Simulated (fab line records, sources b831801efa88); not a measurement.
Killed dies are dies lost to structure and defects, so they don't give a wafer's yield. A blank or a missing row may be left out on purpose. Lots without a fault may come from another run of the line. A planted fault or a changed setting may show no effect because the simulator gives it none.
fab line records | flow gf180mcu
record lots=13 wafers=39 last_day=34
route steps=602 shown MVPSD@86 V1@340 V2@385
lots that met no fault: from a run of the same line without faults
start_h: hours from the record's first day to the start of the lot's first wafer shown | wait_h: hours since the lot's step before | " the same as in the row above | L1.1+2: a row that stands for several wafers | - no value, or no start given | * or withheld: withheld | < > ~ a bound
route shown NAME@n: a module of which the file shows steps, and the number in the route of the first | usual: mean/standard deviation of fault-free wafers | same: alike in all rows | chamber/n: place in a boat | sites: the reading at each site | _std_site: their standard deviation | _edge_site: outer sites' mean less inner sites' | radius_mm: how far each site lies from the wafer's centre | mask NAME#n: copy n | behind: the tool/chamber that last shaped the wafer | hold: why the lot was held/for how many hours/how that ended | device: the transistor (n, p or np) that didn't switch | end of line: the same wafers' tests at the end of the route | a step without rows: its recipe alone | killed: dies lost to structure and defects at the first sort, not the wafer's yield | map: a wafer's dies, x killed, . not, _ none there
set.NAME: the setting as run; set.NAME@STEP: as run at that earlier step | model.NAME: the simulator's own value behind a step, which no gauge read
steps of the route over a sample of lots; a table a step, a row a wafer
services: from which hour (start_h, from the record's first day; less than 0 if before it) a tool's chamber was out of use, for how many hours, and why
## steps
# step GF_MVPSD_IMPLANT_08
# recipe species=B energy_kev=170 dose_cm2=1.5e+13 tilt_deg=0
# usual beam_energy_keV=170.00/0.054 dose_ions_cm2=1.5e+13/1.6e+10 faraday_current_uA=84.7/1.7
# columns lot.wafer tool chamber start_h wait_h beam_energy_keV dose_ions_cm2 faraday_current_uA
L328.1 implanter-04 0 103.46 0.0 169.97 1.5004e+13 85.9
L328.2 " 0 " " 170.04 1.4993e+13 84.5
L328.4 " 0 " " 169.98 1.5e+13 87.9
L329.1 implanter-04 0 109.33 0.0 169.97 1.4984e+13 85.0
L329.2 " 0 " " 170.01 1.499e+13 82.6
L329.6 " 0 " " 169.92 1.4988e+13 82.4
L330.1 implanter-04 0 115.01 0.0 170.01 1.4999e+13 88.1
L330.2 " 0 " " 169.97 1.5005e+13 88.0
L330.3 " 0 " " 169.98 1.4985e+13 84.8
L332.3 implanter-01 0 130.53 0.1 170.02 1.5012e+13 81.5
L332.5 " 0 " " 169.98 1.4991e+13 87.1
L332.6 " 0 " " 169.97 1.4978e+13 85.8
L333.2 implanter-02 0 139.98 0.0 170.07 1.5052e+13 84.6
L333.3 " 0 " " 170.05 1.4999e+13 80.7
L333.5 " 0 " " 169.99 1.501e+13 83.0
L334.1 implanter-04 0 141.68 0.0 170.02 1.4991e+13 83.3
L334.2 " 0 " " 169.96 1.5002e+13 84.4
L334.5 " 0 " " 169.97 1.4976e+13 83.7
L336.3 implanter-02 0 151.30 0.1 170.11 1.4987e+13 81.1
L336.4 " 0 " " 170.07 1.4999e+13 84.5
L336.6 " 0 " " 170.01 1.4984e+13 83.7
L343.2 implanter-04 0 194.75 0.0 169.88 1.3474e+13 76.0
L343.3 " 0 " " 169.93 1.3472e+13 74.1
L343.4 " 0 " " 169.91 1.3484e+13 75.3
L342.1 implanter-04 0 195.83 0.0 169.98 1.3431e+13 77.5
L342.3 " 0 " " 169.94 1.3472e+13 74.9
L342.6 " 0 " " 169.93 1.3445e+13 75.8
L346.2 implanter-02 0 212.42 0.0 170.11 1.4984e+13 84.9
L346.5 " 0 " " 170.07 1.4994e+13 84.2
L346.6 " 0 " " 170.05 1.5003e+13 84.1
L348.1 implanter-02 0 224.52 0.0 169.98 1.5019e+13 84.7
L348.3 " 0 " " 169.98 1.5003e+13 84.8
L348.4 " 0 " " 170.01 1.5024e+13 85.9
L349.1 implanter-02 0 229.20 0.0 169.95 1.4981e+13 83.7
L349.3 " 0 " " 170.05 1.4997e+13 79.9
L349.6 " 0 " " 169.93 1.4984e+13 84.6
L350.1 implanter-01 0 235.05 0.0 169.93 1.4998e+13 82.4
L350.2 " 0 " " 169.92 1.4986e+13 86.7
L350.6 " 0 " " 169.93 1.4994e+13 85.6
# step GF_MVPSD_TW_MEAS_11
# usual MVPSD_TW=556/3.1
# columns lot.wafer tool chamber start_h wait_h hold MVPSD_TW
L328.1 film_metro-02 - 103.86 0.1 - 550
L328.2 " - " " - 552
L328.4 " - " " - 553
L329.1 film_metro-04 - 109.73 0.1 - 558
L329.2 " - " " - 554
L329.6 " - " " - 554
L330.1 film_metro-04 - 115.41 0.1 - 559
L330.2 " - " " - 555
L330.3 " - " " - 555
L332.3 film_metro-01 - 130.90 0.1 - 559
L332.5 " - " " - 558
L332.6 " - " " - 556
L333.2 film_metro-02 - 140.36 0.1 - 555
L333.3 " - " " - 555
L333.5 " - " " - 556
L334.1 film_metro-04 - 142.08 0.1 - 550
L334.2 " - " " - 551
L334.5 " - " " - 552
L336.3 film_metro-01 - 151.67 0.1 - 560
L336.4 " - " " - 558
L336.6 " - " " - 560
L343.2 film_metro-01 - 195.14 0.1 await_dispo/0.2h/release 542
L343.3 " - " " await_dispo/0.2h/release 543
L343.4 " - " " await_dispo/0.2h/release 542
L343.2 film_metro-01 - 195.36 0.2 - 541
L343.3 " - " " - 543
L343.4 " - " " - 542
L342.1 film_metro-02 - 196.23 0.1 await_dispo/0.2h/release 536
L342.3 " - " " await_dispo/0.2h/release 540
L342.6 " - " " await_dispo/0.2h/release 538
L342.1 film_metro-02 - 196.45 0.2 - 537
L342.3 " - " " - 539
L342.6 " - " " - 537
L346.2 film_metro-04 - 212.81 0.1 - 557
L346.5 " - " " - 558
L346.6 " - " " - 558
L348.1 film_metro-04 - 224.92 0.1 - 557
L348.3 " - " " - 557
L348.4 " - " " - 556
L349.1 film_metro-01 - 229.60 0.1 - 556
L349.3 " - " " - 561
L349.6 " - " " - 553
L350.1 film_metro-04 - 235.45 0.1 - 558
L350.2 " - " " - 554
L350.6 " - " " - 554
# step GF_VT_IMPLANT_RS_MEAS_49
# recipe thk_meas_gauge=four-point-probe
# usual MVPSD_RS=1168/3.2
# columns lot.wafer tool chamber start_h wait_h hold MVPSD_RS[ohm/sq]
L328.1 film_metro-01 - 165.76 0.1 - 1164
L328.2 " - " " - 1164
L328.4 " - " " - 1165
L329.1 film_metro-01 - 173.26 0.1 - 1163
L329.2 " - " " - 1165
L329.6 " - " " - 1160
L330.1 film_metro-01 - 178.92 0.1 - 1165
L330.2 " - " " - 1168
L330.3 " - " " - 1166
L332.3 film_metro-04 - 197.65 0.1 - 1169
L332.5 " - " " - 1171
L332.6 " - " " - 1170
L333.2 film_metro-02 - 206.43 0.1 - 1165
L333.3 " - " " - 1165
L333.5 " - " " - 1165
L334.1 film_metro-01 - 208.53 0.1 - 1167
L334.2 " - " " - 1169
L334.5 " - " " - 1166
L336.3 film_metro-02 - 219.17 0.1 - 1169
L336.4 " - " " - 1172
L336.6 " - " " - 1171
L343.2 film_metro-02 - 271.08 0.1 await_dispo/0.2h/release 1233
L343.3 " - " " await_dispo/0.2h/release 1232
L343.4 " - " " await_dispo/0.2h/release 1231
L343.2 film_metro-02 - 271.44 0.3 - 1232
L343.3 " - " " - 1233
L343.4 " - " " - 1231
L342.1 film_metro-01 - 271.57 0.1 await_dispo/0.2h/release 1232
L342.3 " - " " await_dispo/0.2h/release 1226
L342.6 " - " " await_dispo/0.2h/release 1231
L342.1 film_metro-01 - 271.86 0.3 - 1230
L342.3 " - " " - 1229
L342.6 " - " " - 1234
L346.2 film_metro-04 - 290.83 0.1 - 1167
L346.5 " - " " - 1169
L346.6 " - " " - 1165
L348.1 film_metro-02 - 302.68 0.1 - 1172
L348.3 " - " " - 1172
L348.4 " - " " - 1172
L349.1 film_metro-04 - 307.28 0.1 - 1171
L349.3 " - " " - 1171
L349.6 " - " " - 1168
L350.1 film_metro-01 - 315.47 0.1 - 1168
L350.2 " - " " - 1167
L350.6 " - " " - 1166
# step GF_V1_BOW_MEAS_05
# recipe mode=bow
# usual V1_BOW=82/7.2
# columns lot.wafer tool chamber start_h wait_h V1_BOW[um]
L328.1 film_metro-03 - 402.48 0.2 96
L328.2 " - " " 93
L328.4 " - " " 91
L329.1 film_metro-04 - 410.38 0.2 77
L329.2 " - " " 76
L329.6 " - " " 84
L330.1 film_metro-03 - 416.22 0.1 74
L330.2 " - " " 73
L330.3 " - " " 80
L332.3 film_metro-01 - 444.07 0.1 80
L332.5 " - " " 83
L332.6 " - " " 77
L333.2 film_metro-01 - 455.11 0.3 90
L333.3 " - " " 88
L333.5 " - " " 78
L334.1 film_metro-01 - 456.65 0.2 70
L334.2 " - " " 81
L334.5 " - " " 89
L336.3 film_metro-04 - 472.67 0.2 82
L336.4 " - " " 72
L336.6 " - " " 83
L343.2 film_metro-03 - 539.14 0.2 74
L343.3 " - " " 78
L343.4 " - " " 81
L342.1 film_metro-03 - 541.12 0.2 94
L342.3 " - " " 93
L342.6 " - " " 81
L346.2 film_metro-01 - 558.91 0.2 78
L346.5 " - " " 91
L346.6 " - " " 81
L348.1 film_metro-03 - 573.33 0.2 82
L348.3 " - " " 86
L348.4 " - " " 77
L349.1 film_metro-03 - 575.95 0.1 79
L349.3 " - " " 88
L349.6 " - " " 73
L350.1 film_metro-01 - 585.21 0.1 78
L350.2 " - " " 93
L350.6 " - " " 97
# step GF_V2_THK_MEAS_03
# recipe reads=SiO2_of_V2_CVD_02
# usual V2_CVD_02_THK=850/10
# columns lot.wafer tool chamber start_h wait_h V2_CVD_02_THK[nm]
L328.1 film_metro-02 - 453.90 0.0 837
L328.2 " - " " 844
L328.4 " - " " 847
L329.1 film_metro-01 - 460.95 0.0 833
L329.2 " - " " 833
L329.6 " - " " 834
L330.1 film_metro-04 - 468.37 0.0 847
L330.2 " - " " 836
L330.3 " - " " 852
L332.3 film_metro-01 - 495.54 0.1 844
L332.5 " - " " 854
L332.6 " - " " 853
L333.2 film_metro-02 - 506.74 0.0 848
L333.3 " - " " 852
L333.5 " - " " 865
L334.1 film_metro-02 - 507.69 0.0 831
L334.2 " - " " 838
L334.5 " - " " 848
L336.3 film_metro-02 - 523.07 0.1 835
L336.4 " - " " 854
L336.6 " - " " 865
L343.2 film_metro-02 - 585.68 0.0 838
L343.3 " - " " 837
L343.4 " - " " 855
L342.1 film_metro-01 - 587.96 0.0 840
L342.3 " - " " 836
L342.6 " - " " 847
L346.2 film_metro-01 - 604.83 0.0 839
L346.5 " - " " 869
L346.6 " - " " 858
L348.1 film_metro-02 - 618.36 0.0 856
L348.3 " - " " 849
L348.4 " - " " 870
L349.1 film_metro-04 - 621.23 0.0 856
L349.3 " - " " 847
L349.6 " - " " 855
L350.1 film_metro-01 - 629.37 0.0 846
L350.2 " - " " 846
L350.6 " - " " 850
# step GF_V2_BOW_MEAS_05
# recipe mode=bow
# usual V2_BOW=98/8
# columns lot.wafer tool chamber start_h wait_h V2_BOW[um]
L328.1 film_metro-01 - 454.79 0.2 114
L328.2 " - " " 110
L328.4 " - " " 108
L329.1 film_metro-04 - 461.37 0.2 94
L329.2 " - " " 94
L329.6 " - " " 103
L330.1 film_metro-02 - 468.73 0.1 91
L330.2 " - " " 87
L330.3 " - " " 94
L332.3 film_metro-02 - 495.92 0.2 93
L332.5 " - " " 95
L332.6 " - " " 89
L333.2 film_metro-04 - 507.21 0.2 103
L333.3 " - " " 102
L333.5 " - " " 93
L334.1 film_metro-01 - 508.05 0.1 91
L334.2 " - " " 97
L334.5 " - " " 107
L336.3 film_metro-02 - 523.45 0.1 99
L336.4 " - " " 87
L336.6 " - " " 99
L343.2 film_metro-01 - 586.05 0.2 92
L343.3 " - " " 97
L343.4 " - " " 101
L342.1 film_metro-02 - 588.32 0.2 110
L342.3 " - " " 111
L342.6 " - " " 99
L346.2 film_metro-02 - 605.34 0.3 101
L346.5 " - " " 114
L346.6 " - " " 104
L348.1 film_metro-02 - 618.72 0.2 99
L348.3 " - " " 104
L348.4 " - " " 92
L349.1 film_metro-04 - 621.59 0.2 95
L349.3 " - " " 106
L349.6 " - " " 91
L350.1 film_metro-04 - 629.73 0.1 98
L350.2 " - " " 112
L350.6 " - " " 117
## services
# columns tool chamber start_h hours kind
implanter-01 - 84.19 3.8 repair
implanter-01 - 120.24 1.1 repair
implanter-02 - 121.30 5.0 pm
implanter-04 - 176.15 6.6 pm
## key
first_sign step=GF_MVPSD_IMPLANT_08 reading=dose_ions_cm2 direction=down sigmas=94 usual=1.5e+13 struck=1.3463e+13
effect step=GF_MVPSD_IMPLANT_08 reading=faraday_current_uA direction=down sigmas=5.3 usual=84.7 struck=75.6
effect step=GF_MVPSD_TW_MEAS_11 reading=visit direction=added
effect step=GF_MVPSD_TW_MEAS_11 reading=MVPSD_TW direction=down sigmas=5 usual=556 struck=540
effect step=GF_VT_IMPLANT_RS_MEAS_49 reading=MVPSD_RS direction=up sigmas=19 usual=1168 struck=1231
met_at GF_MVPSD_IMPLANT_08
struck_lots L342,L343
rows_end L342.1,L342.3,L342.6
tester_left_out L343
not_acting_at GF_V1_BOW_MEAS_05,GF_V2_THK_MEAS_03,GF_V2_BOW_MEAS_05
onset_between 141.68 194.75
fault kind=process_parameter_drift tool=implanter-04 chamber=- onset_h=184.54 steps=GF_MVPSD_IMPLANT_08 channel=dose_cm2 offset=-1.5605e+12 shape=step end_h=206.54 acts_in=these_recipes_only stated=1.5e+13
# tester_left_out: of these lots the tester's yield and bins aren't shown, on N5 and GAA mostly nor the transistor test; their killed dies are dies lost to structure and defects alone, not to doping, threshold or leakage, so they don't give the yield
# rows_end: these wafers met a further fault down the route, and their rows from its step on are left out
